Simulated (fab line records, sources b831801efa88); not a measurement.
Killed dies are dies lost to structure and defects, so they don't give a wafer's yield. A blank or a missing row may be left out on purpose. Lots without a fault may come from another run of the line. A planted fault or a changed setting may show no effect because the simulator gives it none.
Chamber matching | flow gf180mcu | GF_V2_CMP_26 on cmp-02: 4 sister chambers
The step polishes, stops on SiO2, t overpolish 15 s, target thk 0 nm. 18 wafers are shown with their chamber, then 9 later ones without.

WAFERS WITH THEIR CHAMBER
wafer  | chamber | motor_current_A (A) | time_to_endpoint_s (s) | overpolish_run_s (s)
L787.4 | 2       | 9.1                 | 84                     | 14.994
L787.5 | 0       | 9.6                 | 85                     | 14.994
L787.6 | 1       | 10.7                | 92                     | 15.002
L788.2 | 0       | 9.5                 | 91                     | 15.006
L788.3 | 2       | 9.0                 | 81                     | 15.002
L788.5 | 2       | 9.4                 | 82                     | 14.995
L792.1 | 0       | 10.0                | 89                     | 15.012
L792.2 | 2       | 9.2                 | 84                     | 14.994
L792.3 | 1       | 10.7                | 92                     | 14.997
L794.2 | 3       | 10.4                | 89                     | 14.982
L794.4 | 1       | 10.4                | 92                     | 15.011
L794.5 | 3       | 10.5                | 93                     | 15.007
L796.3 | 3       | 10.2                | 88                     | 15.016
L796.4 | 0       | 9.9                 | 87                     | 15.007
L796.6 | 1       | 9.8                 | 88                     | 14.993
L804.4 | 2       | 9.4                 | 82                     | 15.008
L804.5 | 3       | 11.0                | 87                     | 15.006
L804.6 | 0       | 9.5                 | 87                     | 15.010

SIGNATURES (means of the wafers above)
reading            | chamber 0 | chamber 1 | chamber 2 | chamber 3 | scatter within a chamber
motor_current_A    | 9.700     | 10.400    | 9.220     | 10.525    | 0.297
time_to_endpoint_s | 87.80     | 91.00     | 82.60     | 89.25     | 2.08
overpolish_run_s   | 15.00580  | 15.00075  | 14.99860  | 15.00275  | 0.00913
Rule: a wafer's distance from a chamber is the root of the sum, over the readings, of the square of ((its reading less the chamber's mean) divided by the reading's scatter). The wafer belongs to the nearest chamber; if the next one is less than 2 further off, it can't be placed. The scatter: the root of (the sum of the squares of (reading less its chamber's mean) over the shown wafers, divided by (wafers less chambers)).

WAFERS WITHOUT THEIR CHAMBER
wafer  | motor_current_A (A) | time_to_endpoint_s (s) | overpolish_run_s (s)
L805.1 | 9.8                 | 88                     | 15.007
L805.4 | 9.4                 | 82                     | 15.006
L805.6 | 9.3                 | 85                     | 14.998
L806.4 | 9.0                 | 83                     | 15.001
L806.5 | 9.1                 | 79                     | 15.004
L806.6 | 10.4                | 88                     | 15.014
L807.4 | 9.0                 | 79                     | 14.996
L807.5 | 9.5                 | 87                     | 15.010
L807.6 | 10.9                | 90                     | 15.005

WHICH CHAMBER EACH WENT THROUGH
wafer  | from the rows above          | in truth
L805.1 | 0                            | 0
L805.4 | can't be placed: 2 or 0      | 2
L805.6 | can't be placed: 2 or 0      | 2
L806.4 | 2                            | 2
L806.5 | 2                            | 2
L806.6 | can't be placed: 3 or 1 or 0 | 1
L807.4 | 2                            | 2
L807.5 | can't be placed: 0 or 2      | 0
L807.6 | can't be placed: 3 or 1      | 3
Placed correctly: 4 of 9. Can't be placed from these rows: 5 (the true chamber is among the candidates in 5). Placed wrongly: 0.
